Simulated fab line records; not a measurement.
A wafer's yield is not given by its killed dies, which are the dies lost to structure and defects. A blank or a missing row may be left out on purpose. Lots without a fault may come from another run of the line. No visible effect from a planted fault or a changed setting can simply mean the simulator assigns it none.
fab line records	flow gf180mcu	part 1 of 2: steps 1 to 26 of 35
[record] lots = 5	wafers = 15	last-day = 34
route steps=602 shown M3@424 V3@429 M4@456
lots untouched by any fault: they come from a run of this same line in which no faults occurred
start-h: hours from the record's first day to the start of the lot's first wafer shown	wait-h: time in hours since the lot's previous step	" same as the row above	L1.1+2: a row that stands for several wafers	- no value, or no start was given	* or withheld: withheld	< > ~ a bound
route shown NAME@n: a module of which the file shows steps, and the number in the route of the first	usual: mean and standard deviation over wafers with no fault	same: alike in all rows	chamber/n: place in a boat	sites: the reading at each site	_std_site: their standard deviation	_edge_site: mean of outer sites minus mean of inner sites	radius-mm: for every site, how far away it sits from the centre of the wafer	mask NAME#n: copy n	behind: the most recent tool/chamber to have shaped the wafer	hold: cause of the lot's hold/its duration in hours/its outcome	device: whichever transistor did not switch (one of n, p or np)	end of line: the tests these same wafers got at the end of their route	for a step that has no rows: nothing shown but its recipe	killed: dies lost to structure and defects at the first sort, not the wafer's yield	map: the dies of a wafer, with x for killed, . for not killed, _ for no die there
set.NAME: the run value of the setting; set.NAME@STEP: its run value at that earlier step	model.NAME: the simulator's own value behind a step, which no gauge read
certain route steps with their lots: each step a table, each wafer a row
services: a tool's chamber out of use, with start hour (start-h, from the record's first day; less than 0 if before it), hours out, and reason
[[steps]]
[step GF_M3_OVL_MEAS_15]
[usual] M3_OVL = 2/6.9
lot.wafer	tool	chamber	start-h	wait-h	M3_OVL[nm]
L079.1	overlay-02	-	541.12	0.1	12
L079.2	"	-	"	"	0
L079.4	"	-	"	"	-1
L081.1	overlay-02	-	562.07	0.1	8
L081.2	"	-	"	"	6
L081.5	"	-	"	"	7
L083.1	overlay-02	-	570.90	0.1	-3
L083.2	"	-	"	"	-7
L083.4	"	-	"	"	-3
L088.1	overlay-02	-	612.92	0.1	8
L088.2	"	-	"	"	-4
L088.5	"	-	"	"	4
L096.1	overlay-02	-	661.27	0.1	9
L096.5	"	-	"	"	7
L096.6	"	-	"	"	3
[step GF_M3_METAL_ETCH_16]
[recipe] chemistry = Cl2/BCl3	mask-material = KrF	target-depth-nm = 627.5	stop-on = SiO2	pressure-mtorr = 8	icp-w = 800	bias-w = 140	Cl2_flow_sccm = 80	bcl3-flow-sccm = 40	time-s = 104.6
[usual] drypump-motor-current-A = 5.6/0.36	oes-product-au = 0.973/0.0077	throttle-valve-pct = 28.250/0.011
lot.wafer	tool	chamber	start-h	wait-h	drypump-motor-current-A	oes-product-au	rf-hours-counter-h	throttle-valve-pct
L079.1	rie-metal-04	0	541.16	0.0	5.8	0.973	10	28.244
L079.2	"	0	"	"	5.7	0.978	-	28.243
L079.4	"	0	"	"	5.8	0.986	-	28.253
L081.1	rie-metal-03	0	562.11	0.0	5.6	0.969	7	28.239
L081.2	"	0	"	"	5.6	0.965	-	28.247
L081.5	"	0	"	"	5.6	0.968	-	28.256
L083.1	rie-metal-03	0	570.93	0.0	5.6	0.965	8	28.256
L083.2	"	0	"	"	5.6	0.960	-	28.244
L083.4	"	0	"	"	5.6	0.968	-	28.250
L088.1	rie-metal-01	0	612.96	0.0	6.2	0.969	2	28.259
L088.2	"	1	"	"	5.7	0.979	9	28.240
L088.5	"	1	"	"	5.7	0.972	-	28.253
L096.1	rie-metal-03	0	661.31	0.0	5.6	0.982	11	28.253
L096.5	"	1	"	"	5.3	0.984	-	28.217
L096.6	"	0	"	"	5.6	0.980	-	28.235
[step GF_M3_STRIP_17]
[recipe] chemistry = O2/N2	power-w = 1400	pressure-mtorr = 1500	platen-temp-c = 250	o2-flow-sccm = 3000	n2-flow-sccm = 300	overash-fraction = 0.5
[usual] drypump-motor-current-A = 5.4/0.4	heater-power-w = 324/27	oes-product-au = 0.558/0.0052	strip-time-to-endpoint-s = 7.86/0.053
lot.wafer	tool	chamber	start-h	wait-h	drypump-motor-current-A	heater-power-w	oes-product-au	rf-hours-counter-h	strip-time-to-endpoint-s
L079.1	plasma-asher-04	1	541.38	0.2	5.4	350	0.562	76	7.85
L079.2	"	0	"	"	4.9	331	0.562	76	7.91
L079.4	"	0	"	"	4.9	332	0.551	-	7.86
L081.1	plasma-asher-02	0	562.33	0.2	5.5	318	0.551	46	7.83
L081.2	"	1	"	"	6.0	354	0.559	46	7.84
L081.5	"	0	"	"	5.5	318	0.552	-	7.75
L083.1	plasma-asher-03	1	571.16	0.2	5.8	283	0.555	93	7.78
L083.2	"	0	"	"	5.0	341	0.548	93	7.78
L083.4	"	1	"	"	5.8	283	0.560	-	7.80
L088.1	plasma-asher-02	0	613.07	0.1	5.5	309	0.559	52	7.83
L088.2	"	1	"	"	6.0	354	0.559	52	7.86
L088.5	"	0	"	"	5.6	317	0.556	-	7.90
L096.1	plasma-asher-02	0	661.42	0.1	5.6	315	0.554	57	7.77
L096.5	"	0	"	"	5.6	312	0.543	-	7.80
L096.6	"	1	"	"	6.0	357	0.546	-	7.78
[step GF_M3_STRIP_18]
[recipe] chemistry = post-etch-residue-remover	time-s = 1200	temp-c = 72.5
lot.wafer	tool	chamber	start-h	wait-h
L079.1+2+4	wet-bench-02	1	541.48	0.1
L081.1+2+5	wet-bench-02	1	562.43	0.1
L083.1+2+4	wet-bench-04	2	571.26	0.1
L088.1+2+5	wet-bench-02	2	613.17	0.1
L096.1+5+6	wet-bench-04	2	661.52	0.1
[step GF_M3_CLEAN_19]
[recipe] chemistry = DIW	dry = n2-spin
lot.wafer	tool	chamber	start-h	wait-h
L079.1+2+4	wet-bench-01	3	541.82	0.0
L081.1+2+5	wet-bench-01	2	562.77	0.0
L083.1+2+4	wet-bench-02	1	571.63	0.0
L088.1+2+5	wet-bench-01	3	613.51	0.0
L096.1+5+6	wet-bench-01	2	661.86	0.0
[step GF_V3_CVD_00]
[recipe] material = SiO2	target-thk-nm = 600	sigma-open-frac = 0.3	temp-c = 400	time-s = 100	sih4-flow-sccm = 60	pressure-mtorr = 6
[usual] pressure-mtorr = 6.003/0.013
lot.wafer	tool	chamber	start-h	wait-h	pressure-mtorr
L079.1	hdpcvd-02	1	541.92	0.0	6.032
L079.2	"	2	"	"	6.017
L079.4	"	0	"	"	6.005
L081.1	hdpcvd-01	0	562.89	0.0	5.985
L081.2	"	1	"	"	6.002
L081.5	"	0	"	"	6.010
L083.1	hdpcvd-01	2	571.72	0.0	6.020
L083.2	"	1	"	"	5.985
L083.4	"	0	"	"	5.985
L088.1	hdpcvd-01	1	613.69	0.0	6.015
L088.2	"	0	"	"	6.016
L088.5	"	0	"	"	6.004
L096.1	hdpcvd-01	1	661.95	0.0	5.994
L096.5	"	0	"	"	6.004
L096.6	"	2	"	"	6.024
[step GF_V3_THK_MEAS_01]
[recipe] reads = SiO2_of_V3_CVD_00
[usual] V3_CVD_00_THK = 602/7.4
lot.wafer	tool	chamber	start-h	wait-h	V3_CVD_00_THK[nm]
L079.1	film-metro-02	-	542.00	0.0	595
L079.2	"	-	"	"	596
L079.4	"	-	"	"	595
L081.1	film-metro-04	-	562.96	0.0	611
L081.2	"	-	"	"	614
L081.5	"	-	"	"	605
L083.1	film-metro-04	-	571.79	0.0	595
L083.2	"	-	"	"	612
L083.4	"	-	"	"	598
L088.1	film-metro-04	-	613.77	0.0	615
L088.2	"	-	"	"	603
L088.5	"	-	"	"	602
L096.1	film-metro-04	-	662.02	0.0	614
L096.5	"	-	"	"	613
L096.6	"	-	"	"	599
[step GF_V3_CVD_02]
[recipe] material = SiO2	target-thk-nm = 850	precursor = TEOS	temp-c = 400	time-s = 94.851	rf-w = 600
[usual] heater-power-w = 585/80
lot.wafer	tool	chamber	start-h	wait-h	heater-power-w
L079.1	pecvd-04	0	542.06	0.1	589
L079.2	"	1	"	"	652
L079.4	"	2	"	"	579
L081.1	pecvd-04	1	563.02	0.1	616
L081.2	"	2	"	"	599
L081.5	"	2	"	"	473
L083.1	pecvd-02	2	571.85	0.1	614
L083.2	"	0	"	"	588
L083.4	"	1	"	"	560
L088.1	pecvd-03	2	613.83	0.1	628
L088.2	"	0	"	"	520
L088.5	"	1	"	"	409
L096.1	pecvd-03	2	662.08	0.1	584
L096.5	"	2	"	"	628
L096.6	"	0	"	"	534
[step GF_V3_THK_MEAS_03]
[recipe] reads = SiO2_of_V3_CVD_02
[usual] V3_CVD_02_THK = 854/12
lot.wafer	tool	chamber	start-h	wait-h	V3_CVD_02_THK[nm]
L079.1	film-metro-01	-	542.13	0.0	839
L079.2	"	-	"	"	837
L079.4	"	-	"	"	856
L081.1	film-metro-01	-	563.09	0.0	828
L081.2	"	-	"	"	831
L081.5	"	-	"	"	833
L083.1	film-metro-02	-	571.92	0.0	850
L083.2	"	-	"	"	837
L083.4	"	-	"	"	868
L088.1	film-metro-04	-	613.90	0.0	856
L088.2	"	-	"	"	847
L088.5	"	-	"	"	852
L096.1	film-metro-02	-	662.15	0.0	849
L096.5	"	-	"	"	864
L096.6	"	-	"	"	870
[step GF_V3_CMP_04]
[recipe] material = SiO2	down-force-psi = 4	platen-rpm = 60	pad-velocity-m-s = 0.94248
[usual] motor-current-A = 12.5/1.5	platen-rpm = 60.00/0.042	time-to-endpoint-s = 81/5.8
lot.wafer	tool	chamber	start-h	wait-h	motor-current-A	platen-rpm	time-to-endpoint-s
L079.4	cmp-02	0	542.24	0.1	11.7	60.02	79
L079.1	"	1	"	"	10.5	60.01	77
L079.2	"	2	"	"	16.0	59.98	76
L081.1	cmp-01	3	563.25	0.1	10.9	60.03	74
L081.2	"	0	"	"	13.6	60.02	71
L081.5	"	1	"	"	13.2	60.09	74
L083.2	cmp-02	0	571.98	0.0	12.6	60.03	67
L083.1	"	1	"	"	10.8	59.99	78
L083.4	"	2	"	"	16.1	59.98	84
L088.1	cmp-01	0	613.96	0.1	13.4	60.01	84
L088.2	"	3	"	"	11.6	59.96	81
L088.5	"	1	"	"	13.2	59.99	84
L096.1	cmp-01	1	662.32	0.2	13.9	59.98	82
L096.5	"	3	"	"	11.2	59.98	90
L096.6	"	0	"	"	14.4	60.02	88
[step GF_V3_BOW_MEAS_05]
[recipe] mode = bow
[usual] V3_BOW = 116/7
lot.wafer	tool	chamber	start-h	wait-h	V3_BOW[um]
L079.1	film-metro-01	-	542.49	0.1	111
L079.2	"	-	"	"	111
L079.4	"	-	"	"	113
L081.1	film-metro-01	-	563.45	0.1	116
L081.2	"	-	"	"	120
L081.5	"	-	"	"	127
L083.1	film-metro-02	-	572.28	0.2	116
L083.2	"	-	"	"	119
L083.4	"	-	"	"	120
L088.1	film-metro-04	-	614.26	0.2	115
L088.2	"	-	"	"	111
L088.5	"	-	"	"	105
L096.1	film-metro-01	-	662.52	0.1	115
L096.5	"	-	"	"	120
L096.6	"	-	"	"	129
[step GF_V3_DEHYDRATE_06]
[recipe] temp-c = 200	time-s = 60
[usual] exhaust-pa = 44.9/0.91
lot.wafer	tool	chamber	start-h	wait-h	exhaust-pa
L079.1	litho-track-02	0	552.93	10.4	45.7
L079.2	"	0	"	"	44.4
L079.4	"	0	"	"	44.5
L081.1	litho-track-02	0	573.07	9.6	45.2
L081.2	"	0	"	"	44.4
L081.5	"	0	"	"	45.2
L083.1	litho-track-04	0	582.30	10.0	44.1
L083.2	"	0	"	"	44.9
L083.4	"	0	"	"	44.8
L088.1	litho-track-02	0	624.07	9.8	44.6
L088.2	"	0	"	"	44.9
L088.5	"	0	"	"	43.4
L096.1	litho-track-01	0	671.40	8.9	46.1
L096.5	"	0	"	"	45.3
L096.6	"	0	"	"	46.0
[step GF_V3_HMDS_07]
[recipe] prime-time-s = 60	prime-temp-c = 120
[usual] exhaust-pa = 45.0/0.87
lot.wafer	tool	chamber	start-h	wait-h	exhaust-pa
L079.1	litho-track-02	0	553.08	0.1	45.1
L079.2	"	0	"	"	44.4
L079.4	"	0	"	"	43.9
L081.1	litho-track-02	0	573.22	0.1	46.4
L081.2	"	0	"	"	44.8
L081.5	"	0	"	"	44.0
L083.1	litho-track-04	0	582.45	0.1	43.0
L083.2	"	0	"	"	44.7
L083.4	"	0	"	"	44.2
L088.1	litho-track-02	0	624.22	0.1	43.9
L088.2	"	0	"	"	45.0
L088.5	"	0	"	"	45.4
L096.1	litho-track-01	0	671.55	0.1	44.6
L096.5	"	0	"	"	44.7
L096.6	"	0	"	"	44.3
[step GF_V3_COAT_08]
[recipe] resist = BARC	temp-c = withheld	time-s = withheld	spin-rpm = withheld	resist-thk-nm = withheld
[usual] exhaust-pa = 45.0/1
lot.wafer	tool	chamber	start-h	wait-h	exhaust-pa
L079.1	litho-track-02	0	553.23	0.1	43.4
L079.2	"	0	"	"	42.0
L079.4	"	0	"	"	43.2
L081.1	litho-track-02	0	573.37	0.1	45.9
L081.2	"	0	"	"	45.8
L081.5	"	0	"	"	46.3
L083.1	litho-track-04	0	582.60	0.1	44.2
L083.2	"	0	"	"	44.5
L083.4	"	0	"	"	43.5
L088.1	litho-track-02	0	624.37	0.1	44.5
L088.2	"	0	"	"	45.6
L088.5	"	0	"	"	44.1
L096.1	litho-track-01	0	671.70	0.1	44.4
L096.5	"	0	"	"	44.9
L096.6	"	0	"	"	46.8
[step GF_V3_COAT_09]
[recipe] resist = KrF	spin-rpm = withheld	resist-thk-nm = 1000
[usual] exhaust-pa = 45.0/1
lot.wafer	tool	chamber	start-h	wait-h	exhaust-pa
L079.1	litho-track-02	0	-	-	45.4
L079.2	"	0	"	"	46.0
L079.4	"	0	"	"	46.1
L081.1	litho-track-02	0	-	-	43.1
L081.2	"	0	"	"	46.4
L081.5	"	0	"	"	44.8
L083.1	litho-track-04	0	-	-	44.7
L083.2	"	0	"	"	44.1
L083.4	"	0	"	"	43.6
L088.1	litho-track-02	0	-	-	44.5
L088.2	"	0	"	"	45.5
L088.5	"	0	"	"	46.5
L096.1	litho-track-01	0	-	-	44.7
L096.5	"	0	"	"	43.7
L096.6	"	0	"	"	43.6
[step GF_V3_SOFTBAKE_10]
[recipe] temp-c = 130	time-s = 60	resist = KrF
[usual] exhaust-pa = 45.1/0.98
lot.wafer	tool	chamber	start-h	wait-h	exhaust-pa
L079.1	litho-track-02	0	-	-	46.1
L079.2	"	0	"	"	46.4
L079.4	"	0	"	"	46.2
L081.1	litho-track-02	0	-	-	44.9
L081.2	"	0	"	"	45.2
L081.5	"	0	"	"	44.5
L083.1	litho-track-04	0	-	-	47.1
L083.2	"	0	"	"	45.9
L083.4	"	0	"	"	46.6
L088.1	litho-track-02	0	-	-	45.6
L088.2	"	0	"	"	45.2
L088.5	"	0	"	"	46.1
L096.1	litho-track-01	0	-	-	45.5
L096.5	"	0	"	"	44.8
L096.6	"	0	"	"	45.1
[step GF_V3_EXPOSE_11]
[recipe] mask-id = Via3	target-cd-nm = 260	na = 0.68	source-shape = conventional	sigma-outer = 0.6	dose-mj = 38
[usual] exposure-dose-mJ-cm2 = 38.00/0.042
lot.wafer	tool	chamber	start-h	wait-h	mask	exposure-dose-mJ-cm2
L079.1	krf-scanner-01	0	-	-	Via3#0	38.01
L079.2	"	0	"	"	Via3#0	37.98
L079.4	"	0	"	"	Via3#0	38.01
L081.1	krf-scanner-02	0	-	-	Via3#0	37.92
L081.2	"	0	"	"	Via3#0	37.90
L081.5	"	0	"	"	Via3#0	37.99
L083.1	krf-scanner-01	0	-	-	Via3#0	38.01
L083.2	"	0	"	"	Via3#0	38.03
L083.4	"	0	"	"	Via3#0	38.03
L088.1	krf-scanner-02	0	-	-	Via3#0	38.08
L088.2	"	0	"	"	Via3#0	38.05
L088.5	"	0	"	"	Via3#0	38.08
L096.1	krf-scanner-01	0	-	-	Via3#0	38.04
L096.5	"	0	"	"	Via3#0	38.01
L096.6	"	0	"	"	Via3#0	38.04
[step GF_V3_PEB_12]
[recipe] peb-temp-c = 135	peb-time-s = 90	resist = KrF
[usual] exhaust-pa = 45.1/0.92
lot.wafer	tool	chamber	start-h	wait-h	exhaust-pa
L079.1	litho-track-02	0	-	-	45.3
L079.2	"	0	"	"	45.6
L079.4	"	0	"	"	44.7
L081.1	litho-track-02	0	-	-	46.3
L081.2	"	0	"	"	45.6
L081.5	"	0	"	"	45.6
L083.1	litho-track-01	0	-	-	43.8
L083.2	"	0	"	"	45.0
L083.4	"	0	"	"	44.0
L088.1	litho-track-01	0	-	-	46.0
L088.2	"	0	"	"	45.9
L088.5	"	0	"	"	45.7
L096.1	litho-track-01	0	-	-	44.9
L096.5	"	0	"	"	44.6
L096.6	"	0	"	"	43.8
[step GF_V3_DEVELOP_13]
[recipe] develop-time-s = 60	resist = KrF	dev-temp-c = 21
[usual] exhaust-pa = 44.9/0.89
lot.wafer	tool	chamber	start-h	wait-h	exhaust-pa
L079.1	litho-track-02	0	564.68	0.2	45.9
L079.2	"	0	"	"	44.3
L079.4	"	0	"	"	45.7
L081.1	litho-track-02	0	584.27	0.2	44.4
L081.2	"	0	"	"	43.9
L081.5	"	0	"	"	44.4
L083.1	litho-track-01	0	593.30	0.2	45.9
L083.2	"	0	"	"	42.9
L083.4	"	0	"	"	45.7
L088.1	litho-track-01	0	634.80	0.2	44.5
L088.2	"	0	"	"	45.1
L088.5	"	0	"	"	45.1
L096.1	litho-track-01	0	681.15	0.2	43.4
L096.5	"	0	"	"	44.2
L096.6	"	0	"	"	45.3
[step GF_V3_CD_MEAS_14]
[recipe] target-cd-nm = 260
[usual] cd-nm = 260.0/1
lot.wafer	tool	chamber	start-h	wait-h	cd-nm
L079.1	cd-sem-01	-	564.83	0.1	260.9
L079.2	"	-	"	"	260.4
L079.4	"	-	"	"	260.3
L081.1	cd-sem-01	-	584.42	0.1	261.0
L081.2	"	-	"	"	261.5
L081.5	"	-	"	"	262.0
L083.1	cd-sem-01	-	593.45	0.1	259.5
L083.2	"	-	"	"	261.8
L083.4	"	-	"	"	260.2
L088.1	cd-sem-01	-	634.95	0.1	260.9
L088.2	"	-	"	"	261.1
L088.5	"	-	"	"	259.3
L096.1	cd-sem-01	-	681.30	0.1	260.9
L096.5	"	-	"	"	260.2
L096.6	"	-	"	"	261.2
[step GF_V3_OVL_MEAS_15]
[usual] V3_OVL = 2/5.9
lot.wafer	tool	chamber	start-h	wait-h	V3_OVL[nm]
L079.1	overlay-02	-	564.95	0.1	2
L079.2	"	-	"	"	2
L079.4	"	-	"	"	0
L081.1	overlay-02	-	584.54	0.1	9
L081.2	"	-	"	"	-4
L081.5	"	-	"	"	7
L083.1	overlay-02	-	593.57	0.1	-1
L083.2	"	-	"	"	-3
L083.4	"	-	"	"	-1
L088.1	overlay-02	-	635.08	0.1	-3
L088.2	"	-	"	"	6
L088.5	"	-	"	"	-2
L096.1	overlay-01	-	681.42	0.1	0
L096.5	"	-	"	"	5
L096.6	"	-	"	"	2
[step GF_V3_ETCH_16]
[recipe] chemistry = N2/H2	target-depth-a = withheld	overetch-a = withheld	time-s = withheld	target = BARC	ion-energy-ev = 200	source-w = 500	bias-w = 100	pressure-mtorr = 30	n2-flow-sccm = 100	h2-flow-sccm = 200
[usual] drypump-motor-current-A = 5.8/0.43	oes-product-au = 0.854/0.0051	throttle-valve-pct = 13.224/0.0094
lot.wafer	tool	chamber	start-h	wait-h	drypump-motor-current-A	oes-product-au	throttle-valve-pct
L079.1	rie-diel-01	3	564.98	0.0	5.9	0.850	13.223
L079.2	"	2	"	"	5.8	0.848	13.223
L079.4	"	1	"	"	5.2	0.854	13.226
L081.1	rie-diel-02	0	584.58	0.0	5.6	0.857	13.199
L081.2	"	1	"	"	6.6	0.853	13.217
L081.5	"	1	"	"	6.5	0.856	13.233
L083.1	rie-diel-01	1	593.61	0.0	5.3	0.855	13.222
L083.2	"	0	"	"	5.9	0.850	13.224
L083.4	"	2	"	"	5.8	0.852	13.213
L088.1	rie-diel-02	0	635.12	0.0	5.6	0.857	13.227
L088.2	"	2	"	"	6.3	0.849	13.206
L088.5	"	3	"	"	5.9	0.856	13.209
L096.1	rie-diel-01	0	681.46	0.0	6.0	0.852	13.241
L096.5	"	0	"	"	6.0	0.856	13.225
L096.6	"	1	"	"	5.3	0.847	13.214
[step GF_V3_ETCH_17]
[recipe] chemistry = C4F8/O2/Ar	mask-material = KrF	target = SiO2	stop-on = TiN	source-w = 1500	bias-w = 1200	pressure-mtorr = 40	c4f8-flow-sccm = withheld	O2_flow_sccm = 6	Ar_flow_sccm = 300	time-s = withheld	target-depth-a = 6350
[usual] oes-product-au = 0.856/0.005
lot.wafer	tool	chamber	start-h	wait-h	oes-product-au
L079.1	rie-diel-01	3	-	-	0.849
L079.2	"	2	"	"	0.861
L079.4	"	1	"	"	0.853
L081.1	rie-diel-02	0	-	-	0.866
L081.2	"	1	"	"	0.856
L081.5	"	1	"	"	0.862
L083.1	rie-diel-01	1	-	-	0.855
L083.2	"	0	"	"	0.844
L083.4	"	2	"	"	0.860
L088.1	rie-diel-02	0	-	-	0.857
L088.2	"	2	"	"	0.859
L088.5	"	3	"	"	0.849
L096.1	rie-diel-01	0	-	-	0.857
L096.5	"	0	"	"	0.856
L096.6	"	1	"	"	0.853
[step GF_V3_STRIP_18]
[recipe] chemistry = O2/N2	power-w = 1400	pressure-mtorr = 1500	platen-temp-c = 250	o2-flow-sccm = 3000	n2-flow-sccm = 300	overash-fraction = 0.5
[usual] drypump-motor-current-A = 5.6/0.4	heater-power-w = 319/28	oes-product-au = 0.591/0.0052
lot.wafer	tool	chamber	start-h	wait-h	drypump-motor-current-A	heater-power-w	oes-product-au	rf-hours-counter-h
L079.1	plasma-asher-01	0	565.11	-	5.3	344	0.592	12
L079.2	"	1	"	"	6.1	288	0.596	12
L079.4	"	0	"	"	5.4	345	0.592	-
L081.1	plasma-asher-01	1	584.71	-	6.1	292	0.594	14
L081.2	"	0	"	"	5.3	345	0.602	14
L081.5	"	0	"	"	5.3	339	0.591	-
L083.1	plasma-asher-03	1	593.74	-	5.9	274	0.601	95
L083.2	"	0	"	"	5.0	344	0.591	95
L083.4	"	1	"	"	5.9	284	0.585	-
L088.1	plasma-asher-02	1	635.25	-	6.0	345	0.588	54
L088.2	"	0	"	"	5.5	307	0.587	54
L088.5	"	0	"	"	5.5	313	0.593	-
L096.1	plasma-asher-03	1	681.59	-	5.9	282	0.595	105
L096.5	"	1	"	"	5.9	276	0.595	-
L096.6	"	0	"	"	5.0	337	0.591	-
[step GF_V3_STRIP_19]
[recipe] chemistry = post-etch-residue-remover	time-s = 1200	temp-c = 72.5
lot.wafer	tool	chamber	start-h	wait-h
L079.1+2+4	wet-bench-01	0	565.21	0.1
L081.1+2+5	wet-bench-02	3	584.81	0.1
L083.1+2+4	wet-bench-02	0	593.84	0.1
L088.1+2+5	wet-bench-02	1	635.35	0.1
L096.1+5+6	wet-bench-01	2	681.69	0.1
[step GF_V3_CLEAN_20]
[recipe] chemistry = DIW	dry = n2-spin
lot.wafer	tool	chamber	start-h	wait-h
L079.1+2+4	wet-bench-02	0	565.62	0.0
L081.1+2+5	wet-bench-03	3	585.15	0.0
L083.1+2+4	wet-bench-01	2	594.18	0.0
L088.1+2+5	wet-bench-01	3	635.75	0.0
L096.1+5+6	wet-bench-03	0	682.03	0.0
